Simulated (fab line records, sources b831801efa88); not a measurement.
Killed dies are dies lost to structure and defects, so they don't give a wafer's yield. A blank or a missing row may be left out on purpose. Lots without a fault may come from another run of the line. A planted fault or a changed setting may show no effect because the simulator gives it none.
fab line records | flow sky130
record lots=5 wafers=15 last_day=50
route steps=708 shown SONOS_ONO@182 GATE_OXIDE@187 PAD_OPEN@708
lots that met no fault: from a run of the same line without faults
start_h: hours from the record's first day to the start of the lot's first wafer shown | wait_h: hours since the lot's step before | " the same as in the row above | L1.1+2: a row that stands for several wafers | - no value, or no start given | * or withheld: withheld | < > ~ a bound
route shown NAME@n: a module of which the file shows steps, and the number in the route of the first | usual: mean/standard deviation of fault-free wafers | same: alike in all rows | chamber/n: place in a boat | sites: the reading at each site | _std_site: their standard deviation | _edge_site: outer sites' mean less inner sites' | radius_mm: how far each site lies from the wafer's centre | mask NAME#n: copy n | behind: the tool/chamber that last shaped the wafer | hold: why the lot was held/for how many hours/how that ended | device: the transistor (n, p or np) that didn't switch | end of line: the same wafers' tests at the end of the route | a step without rows: its recipe alone | killed: dies lost to structure and defects at the first sort, not the wafer's yield | map: a wafer's dies, x killed, . not, _ none there
set.NAME: the setting as run; set.NAME@STEP: as run at that earlier step | model.NAME: the simulator's own value behind a step, which no gauge read
lots at some steps of the route; a table a step, a row a wafer
services: from which hour (start_h, from the record's first day; less than 0 if before it) a tool's chamber was out of use, for how many hours, and why
## steps
# step SKY_SONOS_ONO_OVL_MEAS_14
# usual SONOS_ONO_OVL=-0.7/1.7
# columns lot.wafer tool chamber start_h wait_h SONOS_ONO_OVL[nm]
L167.4 overlay-02 - 313.36 0.1 -2.5
L167.5 " - " " -1.3
L167.6 " - " " -2.8
L169.1 overlay-02 - 328.97 0.1 -0.6
L169.2 " - " " 0.0
L169.5 " - " " -1.6
L181.1 overlay-02 - 430.98 0.1 -2.4
L181.4 " - " " -1.4
L181.6 " - " " -2.8
L185.2 overlay-02 - 454.57 0.1 0.7
L185.3 " - " " -1.3
L185.6 " - " " 0.4
L186.3 overlay-01 - 476.05 0.1 2.3
L186.5 " - " " 1.5
L186.6 " - " " 1.4
# step SKY_SONOS_ONO_ETCH_15
# recipe target_depth_nm=19.52 chemistry=CHF3/O2 source_w=600 bias_w=200 pressure_mtorr=40 chf3_flow_sccm=50 O2_flow_sccm=5 time_s=7.8
# usual drypump_motor_current_A=6.0/0.43 oes_product_au=0.998/0.014 throttle_valve_pct=8.824/0.0092
# columns lot.wafer tool chamber start_h wait_h drypump_motor_current_A oes_product_au rf_hours_counter_h throttle_valve_pct
L167.4 rie_diel-03 1 313.38 0.0 6.5 0.984 63 8.828
L167.5 " 0 " " 6.3 1.005 - 8.827
L167.6 " 1 " " 6.4 0.982 - 8.816
L169.1 rie_diel-03 2 329.00 0.0 5.7 0.986 59 8.826
L169.2 " 3 " " 5.9 0.994 110 8.837
L169.5 " 1 " " 6.5 0.986 - 8.816
L181.1 rie_diel-04 2 431.02 0.0 5.6 1.014 50 8.831
L181.4 " 2 " " 5.6 1.021 - 8.822
L181.6 " 0 " " 5.1 0.992 - 8.801
L185.2 rie_diel-02 0 454.60 0.0 5.5 0.993 54 8.836
L185.3 " 1 " " 6.7 1.010 2 8.840
L185.6 " 2 " " 6.3 1.009 - 8.830
L186.3 rie_diel-02 2 476.07 0.0 6.3 1.015 2 8.808
L186.5 " 0 " " 5.5 1.001 - 8.830
L186.6 " 3 " " 6.0 1.022 - 8.817
# step SKY_SONOS_ONO_WET_ETCH_16
# recipe chemistry=dHF target_depth_nm=14 dry=n2_spin target=SiO2 dilution=100:1 temp_c=25 time_s=280
# step SKY_SONOS_ONO_STRIP_17
# recipe chemistry=O2/N2 power_w=1400 pressure_mtorr=1500 platen_temp_c=withheld o2_flow_sccm=3000 n2_flow_sccm=300 overash_fraction=0.5
# usual drypump_motor_current_A=5.8/0.54 oes_product_au=0.710/0.0043 strip_time_to_endpoint_s=14.29/0.048
# columns lot.wafer tool chamber start_h wait_h drypump_motor_current_A oes_product_au rf_hours_counter_h strip_time_to_endpoint_s
L167.4 plasma_asher-04 1 313.52 0.0 6.1 0.706 - 14.28
L167.5 " 0 " " 5.8 0.706 - 14.27
L167.6 " 1 " " 6.1 0.715 - 14.31
L169.1 plasma_asher-02 1 329.11 0.0 5.6 0.706 64 14.37
L169.2 " 0 " " 4.9 0.711 64 14.37
L169.5 " 0 " " 4.9 0.702 - 14.39
L181.1 plasma_asher-01 1 431.13 0.0 5.4 0.714 31 14.19
L181.4 " 0 " " 6.6 0.714 - 14.23
L181.6 " 1 " " 5.5 0.709 - 14.23
L185.2 plasma_asher-01 0 454.71 0.0 6.6 0.708 33 14.32
L185.3 " 1 " " 5.5 0.708 - 14.37
L185.6 " 1 " " 5.4 0.714 - 14.28
L186.3 plasma_asher-04 1 476.22 0.0 6.1 0.709 - 14.27
L186.5 " 0 " " 5.8 0.709 - 14.28
L186.6 " 1 " " 6.1 0.713 - 14.30
# step SKY_SONOS_ONO_WET_ETCH_18
# recipe chemistry=H3PO4 target_depth_nm=15 target=Si3N4 temp_c=160 time_s=172
# step SKY_GATE_OXIDE_CLEAN_00
# recipe chemistry=SC1/SC2 mix=1:4:20 temp_c=70 time_s=150 dry=n2_spin
# step SKY_GATE_OXIDE_OXIDATION_01
# recipe temp_c=900 ambient=O2 stabilise_s=600 purge_s=300 target_thk_a=102.68 ox_time_s=1473
# step SKY_GATE_OXIDE_THK_MEAS_02
# recipe reads=SiO2_of_GATE_OXIDE_OXIDATION_01
# usual GATE_OXIDE_OXIDATION_00_THK=10.15/0.17
# columns lot.wafer tool chamber start_h wait_h GATE_OXIDE_OXIDATION_00_THK[nm]
L167.4 film_metro-03 - 315.27 0.0 10.15
L167.5 " - " " 10.24
L167.6 " - " " 10.14
L169.1 film_metro-03 - 331.60 0.0 10.23
L169.2 " - " " 10.25
L169.5 " - " " 10.18
L181.1 film_metro-03 - 434.74 0.0 10.15
L181.4 " - " " 9.98
L181.6 " - " " 10.15
L185.2 film_metro-03 - 456.33 0.0 9.75
L185.3 " - " " 9.92
L185.6 " - " " 9.89
L186.3 film_metro-01 - 477.83 0.0 10.26
L186.5 " - " " 10.04
L186.6 " - " " 10.03
# step SKY_GATE_OXIDE_DEHYDRATE_03
# recipe temp_c=200 time_s=60
# step SKY_GATE_OXIDE_HMDS_04
# recipe prime_time_s=60 prime_temp_c=120
# step SKY_GATE_OXIDE_COAT_05
# recipe resist=NOVOLAK spin_rpm=3000 resist_thk_nm=1140
# step SKY_GATE_OXIDE_SOFTBAKE_06
# recipe temp_c=90 time_s=60 resist=NOVOLAK
# step SKY_GATE_OXIDE_EXPOSE_07
# recipe mask_id=LVOM na=0.6 source_shape=conventional sigma_outer=0.6 polarization=unpolarized target_cd_nm=600 dose_mj=170
# usual focus_offset_nm=-0.1/0.47 reticle_temp_C=22.98/0.095
# same na=0.6
# columns lot.wafer tool chamber start_h wait_h mask focus_offset_nm reticle_temp_C
L167.4 iline_stepper-02 0 328.11 - LVOM#0 0.5 23.04
L167.5 " 0 " " LVOM#0 0.3 22.99
L167.6 " 0 " " LVOM#0 -0.5 23.08
L169.1 iline_stepper-02 0 344.67 - LVOM#0 -0.2 23.03
L169.2 " 0 " " LVOM#0 0.2 23.00
L169.5 " 0 " " LVOM#0 0.0 23.07
L181.1 iline_stepper-02 0 450.42 - LVOM_R1#0 0.0 22.96
L181.4 " 0 " " LVOM_R1#0 0.4 23.01
L181.6 " 0 " " LVOM_R1#0 0.0 22.96
L185.2 iline_stepper-02 0 471.41 - LVOM#0 -0.7 22.88
L185.3 " 0 " " LVOM#0 -0.1 22.80
L185.6 " 0 " " LVOM#0 -0.3 22.93
L186.3 iline_stepper-01 0 493.13 - LVOM#0 -0.9 23.11
L186.5 " 0 " " LVOM#0 -0.1 23.00
L186.6 " 0 " " LVOM#0 -0.1 22.99
# step SKY_GATE_OXIDE_PEB_08
# recipe temp_c=withheld time_s=* resist=NOVOLAK
# step SKY_PAD_OPEN_PROBE_99
# usual killed_at_M0_to_M3=44/6.9 killed_at_M4_up=3.3/2 killed_at_contacts=25/5.4 killed_at_front_end=16/4.6 killed_at_other=0.2/0.51 killed_dies=88/8.9 killed_open=48/6.8 killed_short=39/5.8
# same gross_dies=492 killed_at_back_side=0
# columns lot.wafer tool chamber start_h wait_h killed_at_M0_to_M3 killed_at_M4_up killed_at_contacts killed_at_front_end killed_at_other killed_dies killed_open killed_short
L181.6 prober-02 - 1200.03 0.2 37 1 28 17 12 95 47 36
L185.2 prober-01 - 1199.84 0.1 37 1 35 18 0 91 59 32
L185.3 prober-01 - 1199.89 0.2 43 4 26 14 0 87 38 49
L185.6 prober-01 - 1200.04 0.2 45 3 31 15 0 94 51 43
L186.3 prober-02 - 1201.31 0.2 51 7 36 9 0 103 60 43
L186.5 prober-02 - 1201.41 0.2 34 3 42 17 0 96 47 48
L186.6 prober-02 - 1201.46 0.2 37 2 31 7 0 77 54 23
# killed by level:class
L185.2 LI_CONTACT:geometric_particle:open=17 CONTACT:geometric_particle:open=11 VIA2:geometric_particle:open=8 VIA1:geometric_particle:open=8 CONTACT:geometric_particle:short=4 METAL1:geometric_particle:short=4 VIA1:geometric_particle:short=4 FIELD_ISO:geometric_particle:open=3
L185.3 VIA1:geometric_particle:open=10 CONTACT:geometric_particle:open=8 VIA1:geometric_particle:short=7 METAL1:geometric_particle:short=7 LOCAL_INTERCONNECT:geometric_particle:short=6 METAL3:geometric_particle:short=6 LI_CONTACT:geometric_particle:short=4 POLY_GATE:geometric_particle:short=3
L181.6 CAPM:area_etch=12 CONTACT:geometric_particle:open=10 VIA1:geometric_particle:open=9 LI_CONTACT:geometric_particle:open=7 VIA3:geometric_particle:open=7 LOCAL_INTERCONNECT:geometric_particle:short=6 FIELD_ISO:geometric_particle:open=5 FIELD_ISO:geometric_particle:short=5
L185.6 CONTACT:geometric_particle:open=12 METAL2:geometric_particle:short=10 VIA1:geometric_particle:open=9 LI_CONTACT:geometric_particle:open=8 CONTACT:geometric_particle:short=6 VIA2:geometric_particle:open=5 METAL1:geometric_particle:short=4 VIA3:geometric_particle:open=4
L186.3 CONTACT:geometric_particle:open=16 VIA1:geometric_particle:open=12 LI_CONTACT:geometric_particle:open=8 VIA2:geometric_particle:open=7 VIA3:geometric_particle:open=7 METAL3:geometric_particle:short=6 METAL4:geometric_particle:short=6 CONTACT:geometric_particle:short=5
L186.5 CONTACT:geometric_particle:open=15 LOCAL_INTERCONNECT:geometric_particle:short=8 LI_CONTACT:geometric_particle:open=7 VIA1:geometric_particle:open=7 POLY_GATE:geometric_particle:short=6 FIELD_ISO:geometric_particle:short=5 LI_CONTACT:geometric_particle:short=5 CONTACT:geometric_particle:short=5
L186.6 CONTACT:geometric_particle:open=12 VIA1:geometric_particle:open=11 VIA3:geometric_particle:open=10 LI_CONTACT:geometric_particle:open=9 VIA2:geometric_particle:open=5 CONTACT:geometric_particle:short=4 METAL3:geometric_particle:short=4 POLY_GATE:geometric_particle:open=3
## services
# columns tool chamber start_h hours kind
iline_stepper-02 - 318.33 8.1 repair
plasma_asher-04 - 321.85 14.6 pm
rie_diel-02 1 323.77 - clean
rie_diel-02 1 323.77 22.6 scheduled_down
rie_diel-02 3 326.18 6.1 repair
rie_diel-04 3 347.60 10.5 repair
rie_diel-03 - 347.61 1.8 repair
rie_diel-02 - 353.57 2.8 pm
rie_diel-04 1 356.15 11.7 repair
rie_diel-02 0 372.45 5.7 repair
iline_stepper-01 - 390.85 4.4 pm
rie_diel-02 3 397.06 4.5 repair
iline_stepper-02 - 402.87 1.7 pm
plasma_asher-01 - 404.60 1.0 repair
rie_diel-04 0 412.08 3.5 repair
plasma_asher-02 - 421.25 9.0 pm
rie_diel-04 1 430.24 1.9 repair
rie_diel-04 1 434.74 5.6 repair
rie_diel-02 2 446.33 7.6 repair
rie_diel-02 1 455.93 1.5 repair
plasma_asher-02 - 466.15 2.8 pm
iline_stepper-02 - 477.56 4.2 repair
iline_stepper-02 0 483.12 - calibration
plasma_asher-02 - 484.95 15.1 pm
## key
first_sign step=SKY_GATE_OXIDE_EXPOSE_07 reading=mask direction=changed
effect none on later readings
met_at SKY_GATE_OXIDE_EXPOSE_07
struck_wafers L181.1,L181.4,L181.6
tester_left_out L181
baseline_loss step=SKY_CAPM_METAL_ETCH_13 wafers=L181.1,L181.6
onset_between 344.67 450.42
fault kind=wrong_mask tool=any chamber=- onset_h=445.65 steps=SKY_GATE_OXIDE_EXPOSE_07 aux_copy=LVOM_R1#0 cd_offset_nm=42 scope=struck_lots_only
# tester_left_out: of these lots the tester's yield and bins aren't shown, on N5 and GAA mostly nor the transistor test; their killed dies are dies lost to structure and defects alone, not to doping, threshold or leakage, so they don't give the yield
# baseline_loss: these wafers lose ten dies or more at that step, a loss of the line's own and not of a fault; the sort's usual values leave them out
